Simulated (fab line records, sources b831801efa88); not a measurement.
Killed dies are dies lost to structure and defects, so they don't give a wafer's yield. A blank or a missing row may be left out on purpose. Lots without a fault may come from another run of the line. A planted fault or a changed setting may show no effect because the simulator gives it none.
fab line records | flow sky130
record lots=5 wafers=15 last_day=50
route steps=708 shown NWELL@66 PWDE@84 VT_ADJUST_HVTP@85 VT_ADJUST_LVTN@97
lots that met no fault: from a run of the same line without faults
start_h: hours from the record's first day to the start of the lot's first wafer shown | wait_h: hours since the lot's step before | " the same as in the row above | L1.1+2: a row that stands for several wafers | - no value, or no start given | * or withheld: withheld | < > ~ a bound
route shown NAME@n: a module of which the file shows steps, and the number in the route of the first | usual: mean/standard deviation of fault-free wafers | same: alike in all rows | chamber/n: place in a boat | sites: the reading at each site | _std_site: their standard deviation | _edge_site: outer sites' mean less inner sites' | radius_mm: how far each site lies from the wafer's centre | mask NAME#n: copy n | behind: the tool/chamber that last shaped the wafer | hold: why the lot was held/for how many hours/how that ended | device: the transistor (n, p or np) that didn't switch | end of line: the same wafers' tests at the end of the route | a step without rows: its recipe alone | killed: dies lost to structure and defects at the first sort, not the wafer's yield | map: a wafer's dies, x killed, . not, _ none there
set.NAME: the setting as run; set.NAME@STEP: as run at that earlier step | model.NAME: the simulator's own value behind a step, which no gauge read
lots at some steps of the route; a table a step, a row a wafer
services: from which hour (start_h, from the record's first day; less than 0 if before it) a tool's chamber was out of use, for how many hours, and why
## steps
# step SKY_NWELL_IMPLANT_13
# recipe species=P energy_kev=50 dose_cm2=7e+11 tilt_deg=withheld
# step SKY_NWELL_STRIP_14
# recipe chemistry=O2/N2 power_w=1400 pressure_mtorr=1500 platen_temp_c=withheld o2_flow_sccm=3000 n2_flow_sccm=300 overash_fraction=0.5
# usual drypump_motor_current_A=6.0/0.43 oes_product_au=0.723/0.0044 strip_time_to_endpoint_s=36.89/0.1
# columns lot.wafer tool chamber start_h wait_h drypump_motor_current_A oes_product_au rf_hours_counter_h strip_time_to_endpoint_s
L366.1 plasma_asher-04 1 99.02 0.1 5.8 0.717 31 37.07
L366.4 " 1 " " 5.8 0.724 - 37.02
L366.6 " 0 " " 6.4 0.723 - 37.06
L374.1 plasma_asher-03 0 137.57 0.1 6.6 0.723 41 36.74
L374.3 " 1 " " 5.5 0.722 - 36.80
L374.4 " 0 " " 6.5 0.733 - 36.83
L380.4 plasma_asher-04 0 172.41 0.1 6.4 0.724 - 36.92
L380.5 " 0 " " 6.4 0.719 - 36.88
L380.6 " 1 " " 5.8 0.730 - 36.83
L383.1 plasma_asher-03 0 189.32 0.1 6.6 0.726 46 36.83
L383.3 " 1 " " 5.5 0.721 - 36.78
L383.5 " 1 " " 5.5 0.721 - 36.91
L385.1 plasma_asher-02 1 203.27 0.1 5.8 0.722 8 37.03
L385.2 " 0 " " 6.3 0.716 8 36.97
L385.6 " 1 " " 5.8 0.721 - 36.92
# step SKY_NWELL_TW_MEAS_15
# usual NWELL_TW=1814/33
# columns lot.wafer tool chamber start_h wait_h NWELL_TW
L366.1 film_metro-02 - 99.12 0.1 1861
L366.4 " - " " 1873
L366.6 " - " " 1860
L374.1 film_metro-01 - 137.67 0.1 1812
L374.3 " - " " 1801
L374.4 " - " " 1799
L380.4 film_metro-02 - 172.50 0.1 1881
L380.5 " - " " 1867
L380.6 " - " " 1868
L383.1 film_metro-02 - 189.42 0.1 1856
L383.3 " - " " 1865
L383.5 " - " " 1861
L385.1 film_metro-01 - 203.37 0.1 1805
L385.2 " - " " 1801
L385.6 " - " " 1812
# step SKY_NWELL_DEHYDRATE_16
# recipe temp_c=200 time_s=60
# step SKY_NWELL_HMDS_17
# recipe prime_time_s=60 prime_temp_c=120
# step SKY_NWELL_COAT_18
# recipe spin_rpm=2000 resist_thk_nm=3000
# step SKY_NWELL_SOFTBAKE_19
# recipe temp_c=110 time_s=withheld
# step SKY_NWELL_EXPOSE_20
# recipe mask_id=NWM_COMPLEMENT na=0.6 source_shape=conventional sigma_outer=0.6 polarization=unpolarized target_cd_nm=840 dose_mj=260
# step SKY_NWELL_PEB_21
# recipe temp_c=115 time_s=withheld
# step SKY_NWELL_DEVELOP_22
# recipe wall_angle_deg=90 developer=TMAH develop_time_s=60 dev_temp_c=23
# step SKY_NWELL_OVL_MEAS_23
# usual NWELL_01_OVL=-0.5/1.9
# columns lot.wafer tool chamber start_h wait_h NWELL_01_OVL[nm]
L366.1 overlay-02 - 116.94 - -4.6
L366.4 " - " " -1.9
L366.6 " - " " -3.6
L374.1 overlay-02 - 156.94 - -1.9
L374.3 " - " " -0.3
L374.4 " - " " -1.7
L380.4 overlay-02 - 193.71 - -0.3
L380.5 " - " " 0.4
L380.6 " - " " 1.0
L383.1 overlay-02 - 211.79 - -0.5
L383.3 " - " " -1.1
L383.5 " - " " -0.9
L385.1 overlay-02 - 225.74 - -0.8
L385.2 " - " " -2.9
L385.6 " - " " -4.4
# step SKY_NWELL_IMPLANT_24
# recipe species=B energy_kev=140 dose_cm2=9.2e+12 tilt_deg=withheld
# step SKY_NWELL_STRIP_25
# recipe chemistry=O2/N2 power_w=1400 pressure_mtorr=1500 platen_temp_c=withheld o2_flow_sccm=3000 n2_flow_sccm=300 overash_fraction=0.5
# usual drypump_motor_current_A=6.0/0.43 oes_product_au=0.721/0.0044 strip_time_to_endpoint_s=36.87/0.11
# columns lot.wafer tool chamber start_h wait_h drypump_motor_current_A oes_product_au rf_hours_counter_h strip_time_to_endpoint_s model.coat_of_NWELL_COAT_18.thk_nm
L366.1 plasma_asher-04 1 117.12 0.1 5.8 0.724 33 36.98 0
L366.4 " 1 " " 5.8 0.727 - 36.89 0
L366.6 " 0 " " 6.4 0.716 - 36.78 0
L374.1 plasma_asher-03 0 157.12 0.1 6.6 0.924 43 - 1690
L374.3 " 1 " " 5.5 0.928 - - 1690
L374.4 " 0 " " 6.6 0.933 - - 1687
L380.4 plasma_asher-04 1 193.91 0.1 5.8 0.724 - 37.07 0
L380.5 " 0 " " 6.4 0.724 - 36.95 0
L380.6 " 1 " " 5.8 0.723 - 36.87 0
L383.1 plasma_asher-02 0 211.97 0.1 6.3 0.717 9 36.94 0
L383.3 " 1 " " 5.8 0.722 - 36.91 0
L383.5 " 0 " " 6.4 0.723 - 36.97 0
L385.1 plasma_asher-03 1 225.92 0.1 5.5 0.722 50 36.90 0
L385.2 " 0 " " 6.6 0.724 50 36.91 0
L385.6 " 0 " " 6.6 0.729 - 37.00 0
# step SKY_NWELL_TW_MEAS_26
# usual NWELL_2_TW=491/7.7
# columns lot.wafer tool chamber start_h wait_h NWELL_2_TW
L366.1 film_metro-01 - 117.22 0.1 490
L366.4 " - " " 488
L366.6 " - " " 489
L374.1 film_metro-03 - 157.22 0.1 484
L374.3 " - " " 486
L374.4 " - " " 489
L380.4 film_metro-02 - 194.01 0.1 505
L380.5 " - " " 506
L380.6 " - " " 507
L383.1 film_metro-02 - 212.07 0.1 503
L383.3 " - " " 504
L383.5 " - " " 506
L385.1 film_metro-03 - 226.02 0.1 484
L385.2 " - " " 484
L385.6 " - " " 485
# step SKY_NWELL_CLEAN_27
# recipe chemistry=SC1/SC2 mix=1:4:20 temp_c=70 time_s=150 dry=n2_spin
# step SKY_NWELL_RTA_28
# recipe temp_c=1050 time_s=30 idle_temp_c=650 ramp_up_c_per_s=150 ramp_down_c_per_s=90 ambient=N2
# usual lamp_power_pct=25.30/0.05 ramp_down_c_per_s=90.000/0.017 wafer_temp_C_max=1054.9/0.83
# columns lot.wafer tool chamber start_h wait_h lamp_power_pct ramp_down_c_per_s wafer_temp_C_max
L366.1 rtp_anneal-01 0 117.33 0.0 25.30 89.998 1054.8
L366.4 " 0 " " 25.33 90.012 1054.0
L366.6 " 0 " " 25.26 89.991 1053.9
L374.1 rtp_anneal-02 0 157.33 0.0 25.29 89.986 1055.0
L374.3 " 0 " " 25.33 90.011 1057.1
L374.4 " 0 " " 25.37 90.004 1055.6
L380.4 rtp_anneal-01 0 194.14 0.1 25.25 89.986 1055.7
L380.5 " 0 " " 25.33 89.994 1055.2
L380.6 " 0 " " 25.38 89.983 1055.5
L383.1 rtp_anneal-02 0 212.18 0.0 25.32 89.987 1054.6
L383.3 " 0 " " 25.41 90.033 1056.0
L383.5 " 0 " " 25.26 89.996 1053.8
L385.1 rtp_anneal-02 0 226.13 0.0 25.26 90.012 1055.0
L385.2 " 0 " " 25.24 89.979 1055.5
L385.6 " 0 " " 25.34 90.007 1055.0
# step SKY_NWELL_RS_MEAS_29
# recipe thk_meas_gauge=four-point-probe
# usual NWELL_RS=617.5/1.8
# columns lot.wafer tool chamber start_h wait_h NWELL_RS[ohm/sq]
L366.1 film_metro-03 - 117.43 0.1 613.8
L366.4 " - " " 615.3
L366.6 " - " " 613.4
L374.1 film_metro-02 - 157.43 0.1 617.4
L374.3 " - " " 617.7
L374.4 " - " " 615.8
L380.4 film_metro-01 - 194.25 0.1 618.1
L380.5 " - " " 618.8
L380.6 " - " " 619.4
L383.1 film_metro-01 - 212.28 0.1 619.5
L383.3 " - " " 620.2
L383.5 " - " " 619.0
L385.1 film_metro-03 - 226.23 0.1 618.6
L385.2 " - " " 617.1
L385.6 " - " " 618.9
# step SKY_NWELL_RS_MEAS_31
# recipe thk_meas_gauge=four-point-probe
# usual PWDE_RS=5318/16
# columns lot.wafer tool chamber start_h wait_h PWDE_RS[ohm/sq]
L366.1 film_metro-03 - 117.67 0.1 5309
L366.4 " - " " 5319
L366.6 " - " " 5303
L374.1 film_metro-02 - 157.67 0.1 5318
L374.3 " - " " 5304
L374.4 " - " " 5316
L380.4 film_metro-01 - 194.49 0.1 5328
L380.5 " - " " 5324
L380.6 " - " " 5312
L383.1 film_metro-01 - 212.52 0.1 5326
L383.3 " - " " 5329
L383.5 " - " " 5323
L385.1 film_metro-03 - 226.47 0.1 5321
L385.2 " - " " 5324
L385.6 " - " " 5310
# step SKY_VT_ADJUST_HVTP_DEHYDRATE_00
# recipe temp_c=200 time_s=60
# step SKY_VT_ADJUST_HVTP_HMDS_01
# recipe prime_time_s=60 prime_temp_c=120
# step SKY_VT_ADJUST_HVTP_COAT_02
# recipe resist=NOVOLAK spin_rpm=3000 resist_thk_nm=1140
# step SKY_VT_ADJUST_HVTP_SOFTBAKE_03
# recipe temp_c=90 time_s=60 resist=NOVOLAK
# step SKY_VT_ADJUST_HVTP_EXPOSE_04
# recipe mask_id=HVTPM na=0.6 source_shape=conventional sigma_outer=0.6 polarization=unpolarized target_cd_nm=380 dose_mj=140
# step SKY_VT_ADJUST_HVTP_PEB_05
# recipe temp_c=withheld time_s=* resist=NOVOLAK
# step SKY_VT_ADJUST_HVTP_DEVELOP_06
# recipe resist=NOVOLAK developer=TMAH develop_time_s=60 dev_temp_c=23.98
# step SKY_VT_ADJUST_HVTP_CD_MEAS_07
# recipe target_cd_nm=380
# usual cd_nm=380.4/1.9
# columns lot.wafer tool chamber start_h wait_h cd_nm
L366.1 cd_sem-01 - 136.74 0.1 381.3
L366.4 " - " " 379.7
L366.6 " - " " 378.9
L374.1 cd_sem-02 - 177.57 0.1 378.9
L374.3 " - " " 378.3
L374.4 " - " " 378.8
L380.4 cd_sem-01 - 218.03 0.1 383.3
L380.5 " - " " 381.0
L380.6 " - " " 381.7
L383.1 cd_sem-02 - 235.09 0.1 383.1
L383.3 " - " " 382.3
L383.5 " - " " 383.1
L385.1 cd_sem-01 - 249.32 0.1 379.4
L385.2 " - " " 377.6
L385.6 " - " " 376.7
# step SKY_VT_ADJUST_HVTP_OVL_MEAS_08
# usual VT_ADJUST_HVTP_OVL=-0.2/1.2
# columns lot.wafer tool chamber start_h wait_h VT_ADJUST_HVTP_OVL[nm]
L366.1 overlay-02 - 136.86 0.1 0.4
L366.4 " - " " 0.1
L366.6 " - " " -0.2
L374.1 overlay-01 - 177.69 0.1 -0.6
L374.3 " - " " -1.8
L374.4 " - " " -0.6
L380.4 overlay-02 - 218.11 0.1 -3.1
L380.5 " - " " -2.0
L380.6 " - " " -1.4
L383.1 overlay-01 - 235.21 0.1 -0.8
L383.3 " - " " 1.6
L383.5 " - " " -0.1
L385.1 overlay-02 - 249.44 0.1 0.2
L385.2 " - " " -1.0
L385.6 " - " " -1.6
# step SKY_VT_ADJUST_HVTP_IMPLANT_09
# recipe species=As energy_kev=150 dose_cm2=4.3e+12 tilt_deg=withheld
# step SKY_VT_ADJUST_HVTP_STRIP_10
# recipe chemistry=O2/N2 power_w=1400 pressure_mtorr=1500 platen_temp_c=withheld o2_flow_sccm=3000 n2_flow_sccm=300 overash_fraction=0.5
# usual drypump_motor_current_A=6.0/0.4 oes_product_au=0.715/0.0044 strip_time_to_endpoint_s=14.17/0.044
# columns lot.wafer tool chamber start_h wait_h drypump_motor_current_A oes_product_au rf_hours_counter_h strip_time_to_endpoint_s
L366.1 plasma_asher-01 0 137.04 0.1 5.8 0.712 46 14.19
L366.4 " 1 " " 6.0 0.712 - 14.19
L366.6 " 0 " " 5.8 0.711 - 14.19
L374.1 plasma_asher-02 0 177.87 0.1 6.3 0.718 6 39.36
L374.3 " 1 " " 5.8 0.729 - 39.34
L374.4 " 0 " " 6.4 0.730 - 39.25
L380.4 plasma_asher-01 0 218.31 0.1 5.8 0.714 - 14.19
L380.5 " 0 " " 5.8 0.714 - 14.18
L380.6 " 1 " " 6.0 0.713 - 14.18
L383.1 plasma_asher-02 0 235.40 0.1 6.3 0.720 12 14.09
L383.3 " 1 " " 5.8 0.710 - 14.12
L383.5 " 1 " " 5.8 0.711 - 14.14
L385.1 plasma_asher-02 0 249.62 0.1 6.3 0.714 13 14.15
L385.2 " 1 " " 5.8 0.717 13 14.18
L385.6 " 1 " " 5.8 0.713 - 14.20
# step SKY_VT_ADJUST_HVTP_TW_MEAS_11
# usual VT_ADJUST_HVTP_TW=1359/22
# columns lot.wafer tool chamber start_h wait_h VT_ADJUST_HVTP_TW
L366.1 film_metro-02 - 137.14 0.1 1374
L366.4 " - " " 1385
L366.6 " - " " 1378
L374.1 film_metro-04 - 177.97 0.1 30
L374.3 " - " " 30
L374.4 " - " " 30
L380.4 film_metro-04 - 218.40 0.1 1340
L380.5 " - " " 1336
L380.6 " - " " 1345
L383.1 film_metro-02 - 235.53 0.1 1372
L383.3 " - " " 1376
L383.5 " - " " 1374
L385.1 film_metro-02 - 249.72 0.1 1379
L385.2 " - " " 1382
L385.6 " - " " 1383
# step SKY_VT_ADJUST_LVTN_DEHYDRATE_00
# recipe temp_c=200 time_s=60
## services
# columns tool chamber start_h hours kind
plasma_asher-02 - 108.75 9.0 pm
plasma_asher-02 0 108.75 9.0 vent_cycle
plasma_asher-02 1 108.75 9.0 vent_cycle
plasma_asher-02 0 117.75 - clean
plasma_asher-02 1 117.75 - clean
plasma_asher-03 - 119.25 4.6 pm
plasma_asher-02 - 180.13 0.4 repair
plasma_asher-01 - 193.63 3.5 repair
rtp_anneal-01 - 208.53 3.4 pm
## key
first_sign step=SKY_NWELL_STRIP_25 reading=oes_product_au direction=up sigmas=47 usual=0.721 struck=0.928
effect step=SKY_VT_ADJUST_HVTP_STRIP_10 reading=strip_time_to_endpoint_s direction=up sigmas=99+ usual=* struck=*
effect step=SKY_VT_ADJUST_HVTP_TW_MEAS_11 reading=VT_ADJUST_HVTP_TW direction=down sigmas=59 usual=1359 struck=30
model_effect step=SKY_NWELL_STRIP_25 value=coat_of_NWELL_COAT_18.thk_nm without=0 struck=1689
met_at SKY_NWELL_STRIP_25
struck_wafers L374.1,L374.3,L374.4
sort_left_out L374.1,L374.3,L374.4
tester_left_out L374
fault kind=strip_aborted tool=plasma_asher-03 chamber=- onset_h=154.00 steps=SKY_NWELL_STRIP_25 offset=0.78796 end_h=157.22
# tester_left_out: of these lots the tester's yield and bins aren't shown, on N5 and GAA mostly nor the transistor test; their killed dies are dies lost to structure and defects alone, not to doping, threshold or leakage, so they don't give the yield
# sort_left_out: the simulated sort isn't trusted on such a fault, so these wafers' sort isn't shown, and their yield isn't known
